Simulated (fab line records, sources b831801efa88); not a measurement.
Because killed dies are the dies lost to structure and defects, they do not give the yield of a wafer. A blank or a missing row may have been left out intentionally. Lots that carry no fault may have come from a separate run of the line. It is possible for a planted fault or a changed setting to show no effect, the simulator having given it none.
Which tool is to blame? || flow gf180mcu || 10 lots, 30 wafers sampled, at 6 steps of a route of 602

== WHAT EACH GAUGE READ, for each wafer ==
GF_V2_THK_MEAS_03. Usual: for V2_CVD_02_THK the level is 851 nm and the standard deviation is 12.
{"lot": "L968", "measured": "day 19 09:38", "on": "film_metro-01", "V2_CVD_02_THK (nm)": "833 860 855", "flag": ""}
{"lot": "L969", "measured": "day 19 22:08", "on": "film_metro-03", "V2_CVD_02_THK (nm)": "861 849 868", "flag": ""}
{"lot": "L971", "measured": "day 20 12:36", "on": "film_metro-04", "V2_CVD_02_THK (nm)": "842 858 847", "flag": ""}
{"lot": "L984", "measured": "day 25 04:05", "on": "film_metro-03", "V2_CVD_02_THK (nm)": "848 842 871", "flag": ""}
{"lot": "L985", "measured": "day 25 14:05", "on": "film_metro-01", "V2_CVD_02_THK (nm)": "854 868 858", "flag": ""}
{"lot": "L986", "measured": "day 25 17:31", "on": "film_metro-03", "V2_CVD_02_THK (nm)": "853 842 848", "flag": ""}
{"lot": "L987", "measured": "day 25 23:19", "on": "film_metro-03", "V2_CVD_02_THK (nm)": "849 869 857", "flag": ""}
{"lot": "L989", "measured": "day 26 13:05", "on": "film_metro-04", "V2_CVD_02_THK (nm)": "846 868 865", "flag": ""}
{"lot": "L990", "measured": "day 26 18:38", "on": "film_metro-01", "V2_CVD_02_THK (nm)": "849 845 869", "flag": ""}
{"lot": "L991", "measured": "day 27 03:56", "on": "film_metro-01", "V2_CVD_02_THK (nm)": "848 836 850", "flag": ""}

GF_V2_RS_MEAS_24: measurement is done with a four-point probe. Usual: for V2_W_RS the level is 0.324 ohm/sq and the standard deviation is 0.0032.
{"lot": "L968", "measured": "day 20 11:14", "on": "film_metro-04", "V2_W_RS (ohm/sq)": "0.325 0.323 0.320", "flag": ""}
{"lot": "L969", "measured": "day 20 23:13", "on": "film_metro-01", "V2_W_RS (ohm/sq)": "0.324 0.323 0.323", "flag": ""}
{"lot": "L971", "measured": "day 21 14:34", "on": "film_metro-01", "V2_W_RS (ohm/sq)": "0.328 0.324 0.327", "flag": ""}
{"lot": "L984", "measured": "day 26 02:47", "on": "film_metro-01", "V2_W_RS (ohm/sq)": "0.609 0.595 0.602", "flag": "OFF"}
{"lot": "L985", "measured": "day 26 12:50", "on": "film_metro-04", "V2_W_RS (ohm/sq)": "0.602 0.615 0.594", "flag": "OFF"}
{"lot": "L986", "measured": "day 26 16:30", "on": "film_metro-04", "V2_W_RS (ohm/sq)": "0.324 0.324 0.321", "flag": ""}
{"lot": "L987", "measured": "day 26 21:39", "on": "film_metro-01", "V2_W_RS (ohm/sq)": "0.325 0.325 0.324", "flag": ""}
{"lot": "L989", "measured": "day 27 11:14", "on": "film_metro-01", "V2_W_RS (ohm/sq)": "0.316 0.319 0.325", "flag": ""}
{"lot": "L990", "measured": "day 27 16:13", "on": "film_metro-04", "V2_W_RS (ohm/sq)": "0.330 0.326 0.322", "flag": ""}
{"lot": "L991", "measured": "day 28 01:21", "on": "film_metro-04", "V2_W_RS (ohm/sq)": "0.326 0.335 0.327", "flag": ""}

GF_V2_THK_MEAS_25: measures by xrf. Usual: for V2_W_THK the level is 353 nm and the standard deviation is 6.
{"lot": "L968", "measured": "day 20 11:21", "on": "film_metro-04", "V2_W_THK (nm)": "353 360 363", "flag": ""}
{"lot": "L969", "measured": "day 20 23:20", "on": "film_metro-01", "V2_W_THK (nm)": "352 351 353", "flag": ""}
{"lot": "L971", "measured": "day 21 14:41", "on": "film_metro-01", "V2_W_THK (nm)": "344 350 347", "flag": ""}
{"lot": "L984", "measured": "day 26 02:53", "on": "film_metro-01", "V2_W_THK (nm)": "188 192 189", "flag": "OFF"}
{"lot": "L985", "measured": "day 26 12:57", "on": "film_metro-04", "V2_W_THK (nm)": "193 189 195", "flag": "OFF"}
{"lot": "L986", "measured": "day 26 16:37", "on": "film_metro-04", "V2_W_THK (nm)": "360 359 361", "flag": ""}
{"lot": "L987", "measured": "day 26 21:46", "on": "film_metro-01", "V2_W_THK (nm)": "346 346 349", "flag": ""}
{"lot": "L989", "measured": "day 27 11:22", "on": "film_metro-01", "V2_W_THK (nm)": "351 349 343", "flag": ""}
{"lot": "L990", "measured": "day 27 16:20", "on": "film_metro-04", "V2_W_THK (nm)": "351 354 362", "flag": ""}
{"lot": "L991", "measured": "day 28 01:26", "on": "film_metro-04", "V2_W_THK (nm)": "352 340 350", "flag": ""}

== WHICH TOOL RAN EACH LOT (tool, then ch and the chambers of the sampled wafers, then the start) ==
{"lot": "L968", "GF_V2_SOFTBAKE_10": "litho_track-04 ch 0, day 20 11:05 or earlier", "GF_V2_SPUTTER_22": "pvd_sputter-03, day 20 11:05", "GF_V2_CVD_23": "cvd_w-02 ch 0,1, day 20 11:07"}
{"lot": "L969", "GF_V2_SOFTBAKE_10": "litho_track-01 ch 0, day 20 23:04 or earlier", "GF_V2_SPUTTER_22": "pvd_sputter-02, day 20 23:04", "GF_V2_CVD_23": "cvd_w-01 ch 0,1, day 20 23:06"}
{"lot": "L971", "GF_V2_SOFTBAKE_10": "litho_track-01 ch 0, day 21 14:25 or earlier", "GF_V2_SPUTTER_22": "pvd_sputter-03, day 21 14:25", "GF_V2_CVD_23": "cvd_w-01 ch 0,1, day 21 14:27"}
{"lot": "L984", "GF_V2_SOFTBAKE_10": "litho_track-03 ch 0, day 26 02:37 or earlier", "GF_V2_SPUTTER_22": "pvd_sputter-04, day 26 02:37", "GF_V2_CVD_23": "cvd_w-01 ch 0,1, day 26 02:39"}
{"lot": "L985", "GF_V2_SOFTBAKE_10": "litho_track-03 ch 0, day 26 12:41 or earlier", "GF_V2_SPUTTER_22": "pvd_sputter-04, day 26 12:41", "GF_V2_CVD_23": "cvd_w-01 ch 0,1, day 26 12:43"}
{"lot": "L986", "GF_V2_SOFTBAKE_10": "litho_track-04 ch 0, day 26 16:21 or earlier", "GF_V2_SPUTTER_22": "pvd_sputter-04, day 26 16:21", "GF_V2_CVD_23": "cvd_w-02 ch 1, day 26 16:23"}
{"lot": "L987", "GF_V2_SOFTBAKE_10": "litho_track-03 ch 0, day 26 21:29 or earlier", "GF_V2_SPUTTER_22": "pvd_sputter-02, day 26 21:29", "GF_V2_CVD_23": "cvd_w-02 ch 0,1, day 26 21:31"}
{"lot": "L989", "GF_V2_SOFTBAKE_10": "litho_track-01 ch 0, day 27 11:05 or earlier", "GF_V2_SPUTTER_22": "pvd_sputter-03, day 27 11:05", "GF_V2_CVD_23": "cvd_w-02 ch 0, day 27 11:08"}
{"lot": "L990", "GF_V2_SOFTBAKE_10": "litho_track-03 ch 0, day 27 16:04 or earlier", "GF_V2_SPUTTER_22": "pvd_sputter-03, day 27 16:04", "GF_V2_CVD_23": "cvd_w-02 ch 0,1, day 27 16:07"}
{"lot": "L991", "GF_V2_SOFTBAKE_10": "litho_track-01 ch 0, day 28 01:04 or earlier", "GF_V2_SPUTTER_22": "pvd_sputter-04, day 28 01:04", "GF_V2_CVD_23": "cvd_w-02 ch 0,1, day 28 01:09"}
- GF_V2_SOFTBAKE_10: time 61.56 s.
- GF_V2_SPUTTER_22: material TiN, target thk 10 nm, time 40 s.
- GF_V2_CVD_23: deposits W, target thk 350 nm, time 104.94 s.

== WHAT THE TOOLS THEMSELVES READ (means of the sampled wafers that have a number; where no wafer has one, the mark that the record gives instead) ==
GF_V2_SOFTBAKE_10. Usual: exhaust_pa 44.8 Pa, standard deviation 0.8; plate_sensor_t_centre_C 131.02 C, standard deviation 0.011; plate_sensor_t_edge_C 131.21 C, standard deviation 0.01; resist_line_temp_C 23.02 C, standard deviation 0.093.
{"lot": "L968", "tool": "litho_track-04", "exhaust_pa (Pa)": 45.1, "plate_sensor_t_centre_C (C)": 131.03, "plate_sensor_t_edge_C (C)": 131.21, "resist_line_temp_C (C)": 23.02, "flag": ""}
{"lot": "L969", "tool": "litho_track-01", "exhaust_pa (Pa)": 43.6, "plate_sensor_t_centre_C (C)": 131.01, "plate_sensor_t_edge_C (C)": 131.20, "resist_line_temp_C (C)": 23.05, "flag": ""}
{"lot": "L971", "tool": "litho_track-01", "exhaust_pa (Pa)": 44.9, "plate_sensor_t_centre_C (C)": 131.01, "plate_sensor_t_edge_C (C)": 131.20, "resist_line_temp_C (C)": 22.87, "flag": ""}
{"lot": "L984", "tool": "litho_track-03", "exhaust_pa (Pa)": 45.0, "plate_sensor_t_centre_C (C)": 131.01, "plate_sensor_t_edge_C (C)": 131.21, "resist_line_temp_C (C)": 22.94, "flag": ""}
{"lot": "L985", "tool": "litho_track-03", "exhaust_pa (Pa)": 44.7, "plate_sensor_t_centre_C (C)": 131.00, "plate_sensor_t_edge_C (C)": 131.21, "resist_line_temp_C (C)": 22.99, "flag": ""}
{"lot": "L986", "tool": "litho_track-04", "exhaust_pa (Pa)": 45.5, "plate_sensor_t_centre_C (C)": 131.01, "plate_sensor_t_edge_C (C)": 131.21, "resist_line_temp_C (C)": 23.11, "flag": ""}
{"lot": "L987", "tool": "litho_track-03", "exhaust_pa (Pa)": 44.5, "plate_sensor_t_centre_C (C)": 131.02, "plate_sensor_t_edge_C (C)": 131.21, "resist_line_temp_C (C)": 22.91, "flag": ""}
{"lot": "L989", "tool": "litho_track-01", "exhaust_pa (Pa)": 45.3, "plate_sensor_t_centre_C (C)": 131.02, "plate_sensor_t_edge_C (C)": 131.20, "resist_line_temp_C (C)": 22.92, "flag": ""}
{"lot": "L990", "tool": "litho_track-03", "exhaust_pa (Pa)": 44.5, "plate_sensor_t_centre_C (C)": 131.02, "plate_sensor_t_edge_C (C)": 131.21, "resist_line_temp_C (C)": 23.00, "flag": ""}
{"lot": "L991", "tool": "litho_track-01", "exhaust_pa (Pa)": 44.4, "plate_sensor_t_centre_C (C)": 131.01, "plate_sensor_t_edge_C (C)": 131.21, "resist_line_temp_C (C)": 22.97, "flag": ""}

GF_V2_SPUTTER_22. Usual: cathode_dc_power_W 3999.9 W, standard deviation 0.78; throttle_valve_pct 29.7 %, standard deviation 1.2.
{"lot": "L968", "tool": "pvd_sputter-03", "cathode_dc_power_W (W)": 4000.0, "throttle_valve_pct (%)": 31.1, "flag": ""}
{"lot": "L969", "tool": "pvd_sputter-02", "cathode_dc_power_W (W)": 4000.9, "throttle_valve_pct (%)": 29.5, "flag": ""}
{"lot": "L971", "tool": "pvd_sputter-03", "cathode_dc_power_W (W)": 4000.3, "throttle_valve_pct (%)": 30.1, "flag": ""}
{"lot": "L984", "tool": "pvd_sputter-04", "cathode_dc_power_W (W)": 3999.6, "throttle_valve_pct (%)": 29.9, "flag": ""}
{"lot": "L985", "tool": "pvd_sputter-04", "cathode_dc_power_W (W)": 4000.2, "throttle_valve_pct (%)": 29.8, "flag": ""}
{"lot": "L986", "tool": "pvd_sputter-04", "cathode_dc_power_W (W)": 4000.4, "throttle_valve_pct (%)": 28.5, "flag": ""}
{"lot": "L987", "tool": "pvd_sputter-02", "cathode_dc_power_W (W)": 4000.0, "throttle_valve_pct (%)": 27.6, "flag": ""}
{"lot": "L989", "tool": "pvd_sputter-03", "cathode_dc_power_W (W)": 3999.6, "throttle_valve_pct (%)": 29.7, "flag": ""}
{"lot": "L990", "tool": "pvd_sputter-03", "cathode_dc_power_W (W)": 4000.8, "throttle_valve_pct (%)": 29.5, "flag": ""}
{"lot": "L991", "tool": "pvd_sputter-04", "cathode_dc_power_W (W)": 4000.3, "throttle_valve_pct (%)": 30.6, "flag": ""}

GF_V2_CVD_23. Usual: 826 W for heater_power_w, sd 160.
{"lot": "L968", "tool": "cvd_w-02", "heater_power_w (W)": 681, "flag": ""}
{"lot": "L969", "tool": "cvd_w-01", "heater_power_w (W)": 1002, "flag": ""}
{"lot": "L971", "tool": "cvd_w-01", "heater_power_w (W)": 952, "flag": ""}
{"lot": "L984", "tool": "cvd_w-01", "heater_power_w (W)": 1010, "flag": ""}
{"lot": "L985", "tool": "cvd_w-01", "heater_power_w (W)": 952, "flag": ""}
{"lot": "L986", "tool": "cvd_w-02", "heater_power_w (W)": 716, "flag": ""}
{"lot": "L987", "tool": "cvd_w-02", "heater_power_w (W)": 697, "flag": ""}
{"lot": "L989", "tool": "cvd_w-02", "heater_power_w (W)": 635, "flag": ""}
{"lot": "L990", "tool": "cvd_w-02", "heater_power_w (W)": 664, "flag": ""}
{"lot": "L991", "tool": "cvd_w-02", "heater_power_w (W)": 659, "flag": ""}

== THE ANSWER, worked out from the rows above alone ==
Rule: lot off if the mean of its wafers having a number is beyond 3 standard deviations from the usual mean. A lot without any number at a reading at which 4 lots or more have one is off too. Any other lot the step has rows for is counted as sound. The gauges are gone through in route order, then the tools' own readings, and for those a lot's mean is taken as printed above. The first step at which some lot is off is used, and at that step the reading that is off furthest; a lot without a number counts as furthest.
Off: L984, L985, seen at GF_V2_RS_MEAS_24 (V2_W_RS).
A tool fits if, at a process step before that reading, it ran every lot that is off, and no sound lot after the first of them. The gauges at GF_V2_RS_MEAS_24 are tried like those tools. With no start given for some of its lots, GF_V2_SOFTBAKE_10 uses the hours and lot order of GF_V2_SPUTTER_22. One fits: GF_V2_CVD_23 on cvd_w-01. A fault onset in the window from L971 (day 21 14:27, its last sound lot) to L984 (day 26 02:39, its first lot off) fits.

== WHAT HAD BEEN PUT IN BY THE SIMULATOR ==
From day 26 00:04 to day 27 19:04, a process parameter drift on cvd_w-01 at GF_V2_CVD_23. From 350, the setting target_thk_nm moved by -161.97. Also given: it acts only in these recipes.
Struck lots among those shown: L984, L985. Same finding as the rule above.
